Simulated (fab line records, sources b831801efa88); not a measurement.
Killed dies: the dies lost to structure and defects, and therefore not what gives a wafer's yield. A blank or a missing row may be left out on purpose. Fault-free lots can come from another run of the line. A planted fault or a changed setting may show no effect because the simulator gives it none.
8D (eight disciplines) problem report, filled in by code ; flow gf180mcu ; the parts of the form that need people (team, actions taken, sign-off) are left out

## 1. PROBLEM STATEMENT
V1_CVD_02_THK at GF_V1_THK_MEAS_03 reads a mean of 395 nm on 1 wafer of 1 lot; wafers without a fault read 852 nm with a standard deviation of 12. Measured from the usual mean, that is -38 standard deviations.
The first sign was on wafer L450.2 at day 23 17:43, on filmMetro-04. The record holds 33 wafers of 11 lots with a number at this step. The rule behind "out" and "out of limits": a value lying over 4 standard deviations away from the usual mean. All remaining wafers that have a number are taken as sound.

## 2. WHAT IT IS, WHAT IT ISN'T
question;is;is not
which readings at this step;V1_CVD_02_THK;-
which lots;L450;L433, L434, L436, L437, L438, L440, L443, L444, L455, L456
which wafers of those lots;L450.2;L450.4, L450.6
read on which gauges;filmMetro-04;filmMetro-01, filmMetro-03
when;from day 23 17:43;"up to then (26 sound wafers); but 6 sound wafers of L455, L456 came after"

## 3. THE SUSPECTS, EACH WITH WHAT RULES IT OUT
Counting: any tool at a process step up to the reading remains a suspect provided it ran every lot that is out. Sound lots after the first of them don't rule it out here, since some wafers of a struck lot are sound.
- ruled out: the gauge at GF_V1_THK_MEAS_03. All the wafers that are out were read on filmMetro-04, but those of them that GF_V1_CMP_04 has rows for are out there too, on other tools.
- cmp-02 at GF_CONTACT_CMP_04 (polishes SiO2): kept. The lot that is out, L450, ran on it at day 21 16:35; the last sound lot it ran before that was L443, at day 19 13:04.
- pecvd-02 at GF_V1_CVD_02 (deposits SiO2 from TEOS, target thk 850 nm, time 94.851 s): kept. The lot that is out, L450, ran on it at day 23 17:38; the last sound lot it ran before that was L444, at day 21 23:52.
- pecvd-02, GF_V1_CVD_02: wafers that are out in chamber 1, sound lot-mates in chambers 0, 2.
Remaining after the count are cmp-02 at GF_CONTACT_CMP_04 and pecvd-02 at GF_V1_CVD_02.

## 4. THE CAUSE (what the simulator had put in)
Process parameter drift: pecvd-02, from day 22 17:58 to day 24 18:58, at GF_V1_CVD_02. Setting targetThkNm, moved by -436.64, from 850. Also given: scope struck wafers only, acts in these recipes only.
2 suspects survive the count, and this tool is in that group.

## 5. SEQUENCE OF EFFECTS, ordered by route
Each row: a reading whose mean over the struck wafers that have a number lies more than 3 standard deviations from the usual. Readings are gone through only where the record gives a usual standard deviation; hours: the median, over the lots, of the time from a lot's start at the first step in this table giving one to that lot's start at this step; sigmas: the change measured in usual standard deviations.
hours;step;reading;usual;on struck wafers;change;sigmas
0;GF_V1_THK_MEAS_03;V1_CVD_02_THK;852 nm;395;-457;-38
6;GF_V1_CMP_04;timeToEndpointS;82 s;22;-60;-11
-;GF_V1_ETCH_17;oesProductAu;0.856 a.u.;0.679;-0.177;-39
The process steps in it:
- GF_V1_CMP_04: polishes SiO2.
- GF_V1_ETCH_17: etches SiO2 in C4F8/O2/Ar, stops on TiN, target depth 630 nm.
Later measuring or inspecting steps at which every struck wafer that the step has a row for has a number for every such reading, and none has moved that far: GF_V2_THK_MEAS_01.

## 6. WHAT WOULD HAVE CAUGHT IT SOONER
24 hours passed between the start of the fault at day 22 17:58 and the first reading out of limits at a measuring or inspecting step in this record, taken at day 23 17:43.
Of the tool readings at GF_V1_CVD_02 for which the record gives a usual standard deviation, none was out on any struck wafer, so an alarm limit of 4 standard deviations on them would not have fired.
The start of GF_V1_CVD_02 on pecvd-02 came by day 23 17:43 for every one of the lots that are out (1). Holding the tool at that point would not have protected any of them.
